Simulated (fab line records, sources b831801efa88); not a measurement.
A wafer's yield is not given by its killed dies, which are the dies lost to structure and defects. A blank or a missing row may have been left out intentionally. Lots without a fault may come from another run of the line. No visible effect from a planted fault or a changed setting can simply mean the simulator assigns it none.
fab line records	flow gf180mcu
record: lots: 24	wafers: 72	last-day: 34
route steps=602 shown SAB@277 M1@321 M2@378 V3@433 M4@470
lots with no fault: from the same line, run without faults
start-h: start of the lot's first displayed wafer, in hours after the record's first day	wait-h: time in hours since the lot's previous step	" the same as in the row above	L1.1+2: several wafers, shown together as one row	- no value present, or no start provided	* or withheld: withheld	< > ~ a bound
route shown NAME@n: a module of which the file shows steps, and the number in the route of the first	usual: average and standard deviation across the fault-free wafers	same: alike in all rows	chamber/n: place in a boat	sites: per-site readings	_std_site: the values' standard deviation	_edge_site: the outer-site mean with the inner-site mean subtracted	radius-mm: how far each site lies from the wafer's centre	mask NAME#n: copy n	behind: the most recent tool/chamber to have shaped the wafer	hold: what put the lot on hold/how long, in hours/how the hold closed	device: the transistor (n, p or np) that didn't switch	end of line: at the end of the route, the tests of the same wafers	where a step has no rows: the recipe by itself	killed: not the wafer's yield, but the dies lost to structure and defects at the first sort	map: a wafer's dies, marking killed ones x, the rest . and places with no die _
set.NAME: the run value of the setting; set.NAME@STEP: its run value at that earlier step	model.NAME: the simulator's own value behind a step, which no gauge read
the route's steps for a sample of lots (tables are steps, rows are wafers)
services: when a tool's chamber went out of use (start-h, in hours from the record's first day, below 0 if earlier), for how many hours, and the reason
== steps ==
step: GF_SAB_STRIP_13
recipe: chemistry: O2/N2	power-w: 1400	pressure-mtorr: 1500	platen-temp-c: 250	o2-flow-sccm: 3000	n2-flow-sccm: 300	overash-fraction: 0.5
usual: drypump-motor-current-A: 6.08/0.19	heater-power-w: 340/34	oes-product-au: 0.710/0.005	strip-time-to-endpoint-s: 12.62/0.034
lot.wafer	tool	chamber	start-h	wait-h	drypump-motor-current-A	heater-power-w	oes-product-au	rf-hours-counter-h	strip-time-to-endpoint-s
L074.1	plasma-asher-04	1	332.50	0.0	6.07	292	0.710	68	12.58
L074.2	"	0	"	"	6.19	317	0.714	68	12.58
L074.4	"	1	"	"	6.08	296	0.721	-	12.54
L075.2	plasma-asher-02	1	342.98	0.0	5.99	370	0.709	52	12.59
L075.5	"	0	"	"	6.14	335	0.714	-	12.63
L075.6	"	1	"	"	5.98	371	0.711	-	12.62
L076.1	plasma-asher-04	0	354.42	0.0	6.20	325	0.710	70	12.60
L076.3	"	0	"	"	6.19	314	0.707	-	12.62
L076.4	"	1	"	"	6.08	292	0.709	-	12.59
L077.2	plasma-asher-02	1	360.73	0.0	6.00	372	0.710	54	12.61
L077.5	"	1	"	"	5.99	373	0.709	-	12.59
L077.6	"	0	"	"	6.09	327	0.712	-	12.60
L078.1	plasma-asher-02	1	370.67	0.0	5.97	375	0.712	55	12.62
L078.3	"	0	"	"	6.10	338	0.698	-	12.61
L078.6	"	1	"	"	5.99	377	0.710	-	12.61
L079.1	plasma-asher-02	1	385.74	0.0	5.99	366	0.711	56	12.63
L079.2	"	0	"	"	6.14	324	0.711	56	12.69
L079.5	"	1	"	"	5.99	371	0.718	-	12.62
L080.2	plasma-asher-02	0	396.21	0.0	6.14	333	0.713	57	12.63
L080.4	"	0	"	"	6.15	327	0.702	-	12.65
L080.6	"	1	"	"	5.98	371	0.703	-	12.66
L081.2	plasma-asher-02	0	403.47	0.0	6.13	328	0.713	58	12.64
L081.4	"	1	"	"	6.01	381	0.722	-	12.66
L081.6	"	0	"	"	6.14	329	0.716	-	12.59
L082.2	plasma-asher-04	0	409.58	0.0	6.17	315	0.709	76	12.65
L082.5	"	1	"	"	6.08	288	0.713	-	12.65
L082.6	"	0	"	"	6.17	314	0.704	-	12.67
L083.3	plasma-asher-04	0	416.53	0.0	6.18	306	0.710	-	12.61
L083.4	"	1	"	"	6.06	296	0.707	-	12.59
L083.6	"	0	"	"	6.19	315	0.725	-	12.67
L084.1	plasma-asher-01	0	421.85	0.0	6.48	380	0.714	81	12.67
L084.5	"	0	"	"	6.48	380	0.706	-	12.63
L084.6	"	1	"	"	5.60	378	0.712	-	12.64
L085.2	plasma-asher-02	0	438.02	0.0	6.13	327	0.711	62	12.62
L085.3	"	1	"	"	5.99	375	0.711	-	12.64
L085.5	"	0	"	"	6.15	331	0.713	-	12.64
L086.3	plasma-asher-02	1	442.15	0.0	6.01	369	0.711	-	12.63
L086.4	"	0	"	"	6.11	326	0.715	-	12.61
L086.5	"	0	"	"	6.12	326	0.710	-	12.63
L087.1	plasma-asher-04	0	452.99	0.0	6.19	304	0.706	2	12.58
L087.3	"	0	"	"	6.21	299	0.711	-	12.61
L087.5	"	0	"	"	6.21	311	0.709	-	12.61
L088.1	plasma-asher-01	0	460.28	0.0	6.44	387	0.707	85	12.55
L088.2	"	1	"	"	5.60	382	0.702	85	12.54
L088.6	"	1	"	"	5.58	378	0.703	-	12.57
L089.2	plasma-asher-02	0	470.32	0.0	6.10	331	0.712	66	12.59
L089.4	"	1	"	"	5.97	373	0.706	-	12.58
L089.6	"	1	"	"	6.00	382	0.702	-	12.59
L090.2	plasma-asher-01	1	474.32	0.0	5.57	387	0.710	87	12.56
L090.5	"	1	"	"	5.57	383	0.712	-	12.57
L090.6	"	0	"	"	6.46	377	0.709	-	12.59
L091.3	plasma-asher-04	0	485.59	0.0	6.20	307	0.708	-	12.65
L091.4	"	1	"	"	6.07	297	0.706	-	12.62
L091.6	"	0	"	"	6.22	307	0.710	-	12.66
L092.2	plasma-asher-02	1	500.96	0.0	5.99	374	0.704	69	12.57
L092.3	"	0	"	"	6.13	323	0.701	-	12.58
L092.5	"	0	"	"	6.13	339	0.714	-	12.61
L093.1	plasma-asher-02	0	505.98	0.0	6.13	328	0.708	70	12.67
L093.3	"	0	"	"	6.13	327	0.716	-	12.58
L093.4	"	1	"	"	5.98	375	0.709	-	12.62
L094.2	plasma-asher-02	1	507.06	0.0	5.99	384	0.704	70	12.57
L094.3	"	1	"	"	5.99	382	0.700	-	12.57
L094.4	"	0	"	"	6.14	323	0.710	-	12.58
L095.2	plasma-asher-01	1	520.11	0.0	5.58	378	0.713	91	12.65
L095.3	"	1	"	"	5.58	394	0.714	-	12.65
L095.5	"	0	"	"	6.47	379	0.700	-	12.57
L096.2	plasma-asher-04	0	528.16	0.0	6.20	310	0.721	10	12.63
L096.5	"	1	"	"	6.12	292	0.707	-	12.57
L096.6	"	0	"	"	6.20	302	0.720	-	12.60
L097.1	plasma-asher-04	0	537.41	0.0	6.19	308	0.709	11	12.61
L097.2	"	1	"	"	6.10	291	0.716	11	12.67
L097.6	"	1	"	"	6.10	294	0.705	-	12.64
step: GF_M1_THK_MEAS_06
recipe: thk-meas-gauge: xrf	reads: AlCu_of_M1_SPUTTER_02
usual: M1_ALCU_THK: 448/6.5
lot.wafer	tool	chamber	start-h	wait-h	M1_ALCU_THK[nm]
L074.1	film-metro-04	-	356.61	0.1	454
L074.2	"	-	"	"	451
L074.4	"	-	"	"	450
L075.2	film-metro-04	-	367.33	0.1	447
L075.5	"	-	"	"	457
L075.6	"	-	"	"	448
L076.1	film-metro-02	-	379.12	0.1	448
L076.3	"	-	"	"	443
L076.4	"	-	"	"	439
L077.2	film-metro-02	-	386.47	0.1	457
L077.5	"	-	"	"	462
L077.6	"	-	"	"	455
L078.1	film-metro-04	-	396.21	0.1	450
L078.3	"	-	"	"	457
L078.6	"	-	"	"	448
L079.1	film-metro-04	-	411.45	0.1	457
L079.2	"	-	"	"	449
L079.5	"	-	"	"	448
L080.2	film-metro-01	-	422.17	0.1	451
L080.4	"	-	"	"	452
L080.6	"	-	"	"	453
L081.2	film-metro-02	-	429.40	0.1	457
L081.4	"	-	"	"	447
L081.6	"	-	"	"	442
L082.2	film-metro-01	-	435.78	0.1	449
L082.5	"	-	"	"	450
L082.6	"	-	"	"	455
L083.3	film-metro-01	-	443.33	0.1	443
L083.4	"	-	"	"	451
L083.6	"	-	"	"	441
L084.1	film-metro-02	-	448.44	0.1	440
L084.5	"	-	"	"	436
L084.6	"	-	"	"	442
L085.2	film-metro-02	-	465.07	0.1	442
L085.3	"	-	"	"	448
L085.5	"	-	"	"	444
L086.3	film-metro-04	-	468.97	0.1	450
L086.4	"	-	"	"	447
L086.5	"	-	"	"	447
L087.1	film-metro-01	-	479.85	0.1	452
L087.3	"	-	"	"	445
L087.5	"	-	"	"	444
L088.1	film-metro-01	-	487.40	0.1	446
L088.2	"	-	"	"	443
L088.6	"	-	"	"	449
L089.2	film-metro-01	-	497.50	0.1	450
L089.4	"	-	"	"	446
L089.6	"	-	"	"	442
L090.2	film-metro-02	-	501.27	0.1	439
L090.5	"	-	"	"	434
L090.6	"	-	"	"	436
L091.3	film-metro-01	-	513.32	0.1	460
L091.4	"	-	"	"	462
L091.6	"	-	"	"	459
L092.2	film-metro-02	-	528.06	0.1	438
L092.3	"	-	"	"	432
L092.5	"	-	"	"	428
L093.1	film-metro-01	-	533.17	0.1	454
L093.3	"	-	"	"	456
L093.4	"	-	"	"	448
L094.2	film-metro-02	-	533.44	0.1	443
L094.3	"	-	"	"	437
L094.4	"	-	"	"	447
L095.2	film-metro-04	-	547.18	0.1	446
L095.3	"	-	"	"	449
L095.5	"	-	"	"	452
L096.2	film-metro-02	-	554.43	0.1	448
L096.5	"	-	"	"	448
L096.6	"	-	"	"	444
L097.1	film-metro-02	-	563.55	0.1	445
L097.2	"	-	"	"	444
L097.6	"	-	"	"	447
step: GF_M2_METAL_ETCH_16
recipe: chemistry: Cl2/BCl3	mask-material: KrF	target-depth-nm: 627.5	stop-on: SiO2	pressure-mtorr: 8	icp-w: 800	bias-w: 140	Cl2_flow_sccm: 80	bcl3-flow-sccm: 40	time-s: 104.6
usual: drypump-motor-current-A: 5.7/0.38	oes-product-au: 0.976/0.0063	throttle-valve-pct: 28.246/0.0098
lot.wafer	tool	chamber	start-h	wait-h	drypump-motor-current-A	oes-product-au	rf-hours-counter-h	throttle-valve-pct
L074.1	rie-metal-02	0	427.52	0.0	5.1	0.967	2	28.257
L074.2	"	0	"	"	5.1	0.979	-	28.242
L074.4	"	0	"	"	5.0	0.959	-	28.257
L075.2	rie-metal-01	0	439.20	0.0	6.2	0.974	5	28.252
L075.5	"	1	"	"	5.5	0.980	-	28.234
L075.6	"	0	"	"	6.2	0.970	-	28.250
L076.1	rie-metal-03	1	451.91	0.0	5.9	0.966	1	28.267
L076.3	"	1	"	"	5.8	0.975	-	28.245
L076.4	"	0	"	"	5.4	0.966	-	28.254
L077.2	rie-metal-03	0	459.22	0.0	5.3	0.979	7	28.243
L077.5	"	0	"	"	5.3	0.975	-	28.241
L077.6	"	1	"	"	5.9	0.981	-	28.243
L078.1	rie-metal-01	0	469.47	0.0	6.2	0.974	6	28.238
L078.3	"	0	"	"	6.2	0.970	-	28.229
L078.6	"	0	"	"	6.2	0.987	-	28.245
L079.1	rie-metal-01	0	487.04	0.0	6.2	0.976	7	28.262
L079.2	"	0	"	"	6.2	0.977	-	28.237
L079.5	"	0	"	"	6.2	0.972	-	28.261
L080.2	rie-metal-01	0	496.69	0.0	6.2	0.968	7	28.255
L080.4	"	0	"	"	6.2	0.978	-	28.223
L080.6	"	1	"	"	5.5	0.979	-	28.238
L081.2	rie-metal-03	1	504.24	0.0	5.9	0.979	2	28.242
L081.4	"	0	"	"	5.4	0.975	-	28.255
L081.6	"	0	"	"	5.4	0.981	-	28.245
L082.2	rie-metal-03	1	511.46	0.0	5.9	0.977	2	28.251
L082.5	"	1	"	"	5.9	0.986	-	28.244
L082.6	"	0	"	"	5.4	0.966	-	28.258
L083.3	rie-metal-03	0	517.40	0.1	5.3	0.981	-	28.242
L083.4	"	1	"	"	5.9	0.973	-	28.254
L083.6	"	1	"	"	5.9	0.983	-	28.247
L084.1	rie-metal-01	0	523.79	0.0	6.2	0.976	8	28.242
L084.5	"	0	"	"	6.2	0.981	-	28.241
L084.6	"	1	"	"	5.5	0.978	-	28.244
L085.2	rie-metal-03	0	540.22	0.0	5.4	0.986	9	28.243
L085.3	"	0	"	"	5.4	0.981	-	28.238
L085.5	"	0	"	"	5.3	0.982	-	28.235
L086.3	rie-metal-03	1	543.15	0.1	5.9	0.980	-	28.249
L086.4	"	0	"	"	5.4	0.981	-	28.238
L086.5	"	0	"	"	5.4	0.986	-	28.227
L087.1	rie-metal-02	1	553.56	0.0	5.8	0.973	2	28.253
L087.3	"	1	"	"	5.8	0.972	-	28.247
L087.5	"	0	"	"	5.1	0.975	-	28.240
L088.1	rie-metal-03	0	561.72	0.0	5.4	0.976	9	28.250
L088.2	"	1	"	"	5.9	0.971	3	28.242
L088.6	"	1	"	"	5.9	0.976	-	28.249
L089.2	rie-metal-02	0	569.99	0.0	5.0	0.989	5	28.223
L089.4	"	0	"	"	5.1	0.983	-	28.237
L089.6	"	1	"	"	5.8	0.983	-	28.258
L090.2	rie-metal-01	0	573.72	0.0	6.2	0.979	9	28.247
L090.5	"	1	"	"	5.5	0.977	-	28.238
L090.6	"	0	"	"	6.2	0.981	-	28.232
L091.3	rie-metal-01	1	584.55	0.1	5.5	0.968	-	28.238
L091.4	"	0	"	"	6.2	0.975	-	28.252
L091.6	"	1	"	"	5.5	0.976	-	28.242
L092.2	rie-metal-03	0	601.44	0.0	5.4	0.973	10	28.253
L092.3	"	0	"	"	5.4	0.981	-	28.253
L092.5	"	1	"	"	5.9	0.981	-	28.254
L093.1	rie-metal-03	1	603.56	0.0	5.9	0.982	4	28.249
L093.3	"	1	"	"	5.9	0.981	-	28.237
L093.4	"	0	"	"	5.3	0.969	-	28.245
L094.2	rie-metal-01	1	604.81	0.0	5.5	0.986	3	28.244
L094.3	"	0	"	"	6.2	0.980	-	28.241
L094.4	"	1	"	"	5.5	0.984	-	28.258
L095.2	rie-metal-01	0	614.61	0.0	6.3	0.967	10	28.241
L095.3	"	1	"	"	5.5	0.971	-	28.245
L095.5	"	1	"	"	5.5	0.969	-	28.258
L096.2	rie-metal-03	1	623.16	0.0	5.9	0.978	5	28.226
L096.5	"	0	"	"	5.4	0.977	-	28.268
L096.6	"	1	"	"	5.9	0.967	-	28.253
L097.1	rie-metal-01	0	628.46	0.0	6.2	0.972	11	28.255
L097.2	"	1	"	"	5.5	0.980	4	28.249
L097.6	"	0	"	"	6.2	0.974	-	28.236
step: GF_V3_CMP_04
recipe: material: SiO2	down-force-psi: 4	platen-rpm: 60	pad-velocity-m-s: 0.94248
usual: motor-current-A: 11.9/1	time-to-endpoint-s: 82/5.5
lot.wafer	tool	chamber	start-h	wait-h	motor-current-A	time-to-endpoint-s
L074.1	cmp-01	3	480.01	0.3	12.4	79
L074.2	"	1	"	"	12.6	83
L074.4	"	2	"	"	12.2	82
L075.2	cmp-01	3	492.15	0.2	12.3	81
L075.5	"	0	"	"	11.5	89
L075.6	"	1	"	"	13.0	86
L076.3	cmp-01	1	503.55	0.0	13.2	79
L076.1	"	2	"	"	12.2	84
L076.4	"	0	"	"	11.4	92
L077.2	cmp-02	2	511.91	0.1	11.7	86
L077.6	"	0	"	"	12.7	87
L077.5	"	1	"	"	9.6	92
L078.1	cmp-02	2	521.10	0.2	11.9	84
L078.3	"	3	"	"	11.2	78
L078.6	"	0	"	"	13.1	91
L079.1	cmp-01	1	539.66	0.1	13.3	80
L079.2	"	2	"	"	12.2	73
L079.5	"	0	"	"	11.1	80
L080.4	cmp-02	1	547.95	0.0	10.6	84
L080.2	"	2	"	"	11.3	84
L080.6	"	2	"	"	11.9	88
L081.4	cmp-01	1	555.43	0.0	12.9	76
L081.2	"	2	"	"	11.7	73
L081.6	"	1	"	"	13.7	73
L082.2	cmp-02	2	561.40	0.1	11.8	75
L082.6	"	1	"	"	10.5	85
L082.5	"	2	"	"	11.4	93
L083.3	cmp-01	0	567.62	0.1	11.4	79
L083.4	"	1	"	"	13.1	82
L083.6	"	3	"	"	12.8	83
L084.1	cmp-01	1	579.18	5.5	13.5	78
L084.6	"	3	"	"	11.9	85
L084.5	"	0	"	"	11.4	87
L085.3	cmp-01	2	587.72	0.0	11.0	79
L085.2	"	3	"	"	12.5	86
L085.5	"	3	"	"	12.5	85
L086.3	cmp-02	2	590.82	0.1	12.0	70
L086.4	"	3	"	"	10.8	82
L086.5	"	1	"	"	10.9	78
L087.3	cmp-02	3	603.52	0.1	10.9	77
L087.1	"	0	"	"	13.5	75
L087.5	"	2	"	"	11.6	83
L088.2	cmp-01	0	607.93	0.1	10.6	76
L088.1	"	1	"	"	13.1	82
L088.6	"	2	"	"	12.3	81
L089.2	cmp-01	2	616.99	0.1	11.7	78
L089.4	"	3	"	"	12.2	82
L089.6	"	1	"	"	12.8	86
L090.2	cmp-02	0	623.61	0.1	13.3	82
L090.5	"	3	"	"	11.5	84
L090.6	"	0	"	"	13.3	84
L091.4	cmp-02	0	630.36	0.1	13.1	72
L091.3	"	1	"	"	10.2	77
L091.6	"	3	"	"	12.0	77
L092.3	cmp-02	2	646.25	0.1	10.9	76
L092.2	"	0	"	"	13.1	80
L092.5	"	2	"	"	12.0	86
L093.4	cmp-02	1	647.93	0.0	10.4	82
L093.3	"	2	"	"	11.3	77
L093.1	"	0	"	"	13.2	80
L094.4	cmp-01	2	649.55	0.0	11.8	93
L094.3	"	3	"	"	12.9	85
L094.2	"	0	"	"	11.1	88
L095.2	cmp-01	1	657.93	0.0	13.4	82
L095.3	"	2	"	"	12.3	85
L095.5	"	2	"	"	11.9	84
L096.2	cmp-01	2	667.18	0.1	11.7	82
L096.6	"	0	"	"	11.4	86
L096.5	"	1	"	"	13.6	88
L097.2	cmp-02	3	672.65	0.1	11.4	79
L097.1	"	1	"	"	10.5	83
L097.6	"	2	"	"	11.4	86
step: GF_V3_SPUTTER_22
recipe: material: TiN	target-thk-nm: 10	chamber-pressure-pa: 5	power-w: 4000	time-s: 40
usual: chamber-pressure-pa: 5.000/0.011	throttle-valve-pct: 29.6/0.68
lot.wafer	tool	chamber	start-h	wait-h	chamber-pressure-pa	throttle-valve-pct
L074.1	pvd-sputter-03	-	505.15	0.0	5.015	28.1
L074.2	"	-	"	"	5.011	29.8
L074.4	"	-	"	"	5.036	30.6
L075.2	pvd-sputter-03	-	517.39	0.0	5.018	30.3
L075.5	"	-	"	"	5.009	28.5
L075.6	"	-	"	"	4.988	29.3
L076.1	pvd-sputter-02	-	529.09	0.0	4.995	29.1
L076.3	"	-	"	"	5.007	29.3
L076.4	"	-	"	"	5.006	30.7
L077.2	pvd-sputter-02	-	536.24	0.0	4.999	28.9
L077.5	"	-	"	"	4.983	29.0
L077.6	"	-	"	"	4.996	29.7
L078.1	pvd-sputter-03	-	544.75	0.0	4.994	29.5
L078.3	"	-	"	"	4.994	28.3
L078.6	"	-	"	"	4.982	29.7
L079.1	pvd-sputter-03	-	563.75	0.0	5.011	29.6
L079.2	"	-	"	"	4.973	27.8
L079.5	"	-	"	"	5.004	29.8
L080.2	pvd-sputter-01	-	572.55	0.0	4.997	29.3
L080.4	"	-	"	"	5.011	29.9
L080.6	"	-	"	"	5.011	29.5
L081.2	pvd-sputter-03	-	578.96	0.0	5.015	29.6
L081.4	"	-	"	"	4.980	27.9
L081.6	"	-	"	"	5.011	29.7
L082.2	pvd-sputter-03	-	584.66	0.0	4.992	29.8
L082.5	"	-	"	"	4.997	30.5
L082.6	"	-	"	"	4.996	29.6
L083.3	pvd-sputter-01	-	588.99	0.0	4.999	30.6
L083.4	"	-	"	"	4.991	29.9
L083.6	"	-	"	"	5.008	30.3
L084.1	pvd-sputter-01	-	600.74	0.0	4.986	29.7
L084.5	"	-	"	"	5.013	29.3
L084.6	"	-	"	"	4.999	29.8
L085.2	pvd-sputter-02	-	610.09	0.0	4.997	29.0
L085.3	"	-	"	"	4.999	29.6
L085.5	"	-	"	"	4.990	29.3
L086.3	pvd-sputter-02	-	612.94	0.0	5.002	29.4
L086.4	"	-	"	"	5.000	29.1
L086.5	"	-	"	"	5.009	29.6
L087.1	pvd-sputter-01	-	625.85	0.0	4.986	30.6
L087.3	"	-	"	"	4.997	29.9
L087.5	"	-	"	"	4.993	30.5
L088.1	pvd-sputter-01	-	629.70	0.0	5.007	29.9
L088.2	"	-	"	"	4.986	29.8
L088.6	"	-	"	"	5.010	29.4
L089.2	pvd-sputter-02	-	638.17	0.0	5.004	28.9
L089.4	"	-	"	"	5.002	29.6
L089.6	"	-	"	"	5.001	29.7
L090.2	pvd-sputter-01	-	644.23	0.0	4.991	30.4
L090.5	"	-	"	"	4.987	30.4
L090.6	"	-	"	"	4.995	29.7
L091.3	pvd-sputter-02	-	651.33	0.0	4.998	30.8
L091.4	"	-	"	"	4.992	29.4
L091.6	"	-	"	"	5.012	29.4
L092.2	pvd-sputter-03	-	667.05	0.0	4.999	29.1
L092.3	"	-	"	"	4.999	28.3
L092.5	"	-	"	"	4.987	28.3
L093.1	pvd-sputter-03	-	668.22	0.0	4.991	28.1
L093.3	"	-	"	"	4.982	30.6
L093.4	"	-	"	"	4.991	29.8
L094.2	pvd-sputter-02	-	670.72	0.0	4.994	29.5
L094.3	"	-	"	"	5.011	30.7
L094.4	"	-	"	"	5.004	29.2
L095.2	pvd-sputter-02	-	678.21	0.0	4.998	29.4
L095.3	"	-	"	"	4.988	29.2
L095.5	"	-	"	"	4.994	29.4
L096.2	pvd-sputter-01	-	686.69	0.0	4.994	29.8
L096.5	"	-	"	"	4.991	29.8
L096.6	"	-	"	"	4.996	30.5
L097.1	pvd-sputter-01	-	693.06	0.0	4.979	29.9
L097.2	"	-	"	"	5.006	29.8
L097.6	"	-	"	"	4.992	30.5
step: GF_M4_CD_MEAS_14
recipe: target-cd-nm: 280
usual: cd-nm: 279.8/1.2
lot.wafer	tool	chamber	start-h	wait-h	cd-nm
L074.1	cd-sem-01	-	529.34	0.1	279.5
L074.2	"	-	"	"	279.7
L074.4	"	-	"	"	280.1
L075.2	cd-sem-02	-	541.64	0.1	280.0
L075.5	"	-	"	"	279.5
L075.6	"	-	"	"	280.2
L076.1	cd-sem-01	-	553.06	0.1	278.1
L076.3	"	-	"	"	278.3
L076.4	"	-	"	"	279.4
L077.2	cd-sem-02	-	559.89	0.1	280.6
L077.5	"	-	"	"	281.0
L077.6	"	-	"	"	281.1
L078.1	cd-sem-02	-	568.32	0.1	279.9
L078.3	"	-	"	"	281.6
L078.6	"	-	"	"	280.5
L079.1	cd-sem-01	-	585.47	0.1	279.5
L079.2	"	-	"	"	280.2
L079.5	"	-	"	"	281.8
L080.2	cd-sem-02	-	599.26	0.1	281.7
L080.4	"	-	"	"	279.8
L080.6	"	-	"	"	280.7
L081.2	cd-sem-02	-	602.14	0.1	278.9
L081.4	"	-	"	"	278.6
L081.6	"	-	"	"	278.3
L082.2	cd-sem-02	-	605.84	0.1	281.8
L082.5	"	-	"	"	281.3
L082.6	"	-	"	"	281.2
L083.3	cd-sem-02	-	610.76	0.1	280.3
L083.4	"	-	"	"	281.1
L083.6	"	-	"	"	280.4
L084.1	cd-sem-01	-	622.01	0.1	280.0
L084.5	"	-	"	"	279.8
L084.6	"	-	"	"	279.3
L085.2	cd-sem-02	-	630.71	0.1	279.2
L085.3	"	-	"	"	278.2
L085.5	"	-	"	"	279.6
L086.3	cd-sem-01	-	633.36	0.1	279.3
L086.4	"	-	"	"	279.7
L086.5	"	-	"	"	277.8
L087.1	cd-sem-02	-	646.49	0.1	280.9
L087.3	"	-	"	"	282.2
L087.5	"	-	"	"	280.5
L088.1	cd-sem-01	-	650.80	0.1	280.9
L088.2	"	-	"	"	280.8
L088.6	"	-	"	"	281.0
L089.2	cd-sem-02	-	658.58	0.2	280.2
L089.4	"	-	"	"	279.4
L089.6	"	-	"	"	279.4
L090.2	cd-sem-02	-	665.06	0.1	277.9
L090.5	"	-	"	"	278.8
L090.6	"	-	"	"	277.9
L091.3	cd-sem-02	-	670.99	0.1	283.0
L091.4	"	-	"	"	281.4
L091.6	"	-	"	"	281.8
L092.2	cd-sem-02	-	686.51	0.1	277.7
L092.3	"	-	"	"	277.4
L092.5	"	-	"	"	279.3
L093.1	cd-sem-02	-	687.86	0.2	278.1
L093.3	"	-	"	"	278.4
L093.4	"	-	"	"	277.9
L094.2	cd-sem-01	-	690.71	0.1	279.3
L094.3	"	-	"	"	279.2
L094.4	"	-	"	"	278.4
L095.2	cd-sem-02	-	697.56	0.1	280.1
L095.3	"	-	"	"	278.9
L095.5	"	-	"	"	279.1
L096.2	cd-sem-01	-	706.32	0.1	279.3
L096.5	"	-	"	"	279.6
L096.6	"	-	"	"	279.1
L097.1	cd-sem-02	-	711.62	0.1	280.2
L097.2	"	-	"	"	279.4
L097.6	"	-	"	"	279.6
== services ==
tool	chamber	start-h	hours	kind
cmp-01	-	321.74	0.4	repair
cmp-01	-	321.77	0.5	repair
cmp-01	-	323.68	2.0	repair
plasma-asher-02	-	331.13	5.5	repair
cmp-01	-	334.50	0.4	repair
cmp-02	-	353.95	2.2	repair
cmp-02	-	397.98	5.4	pm
cmp-01	-	404.00	4.0	pm
cmp-01	-	417.00	2.2	repair
cmp-02	-	432.83	2.1	repair
cmp-02	-	436.46	74.2	repair
cmp-02	-	459.39	2.2	repair
rie-metal-01	-	469.87	2.8	pm
cmp-01	-	570.05	8.1	pm
cmp-02	-	572.05	4.0	pm
cmp-02	-	574.46	6.4	repair
cmp-01	-	581.18	4.3	pm
rie-metal-03	-	599.82	0.3	repair
cmp-01	-	609.97	1.6	repair
cmp-01	-	611.00	0.5	repair
rie-metal-03	-	630.16	0.3	repair
rie-metal-03	1	630.28	5.3	repair
cmp-02	-	650.79	0.3	repair
plasma-asher-02	-	678.67	2.5	repair
== key ==
fault none
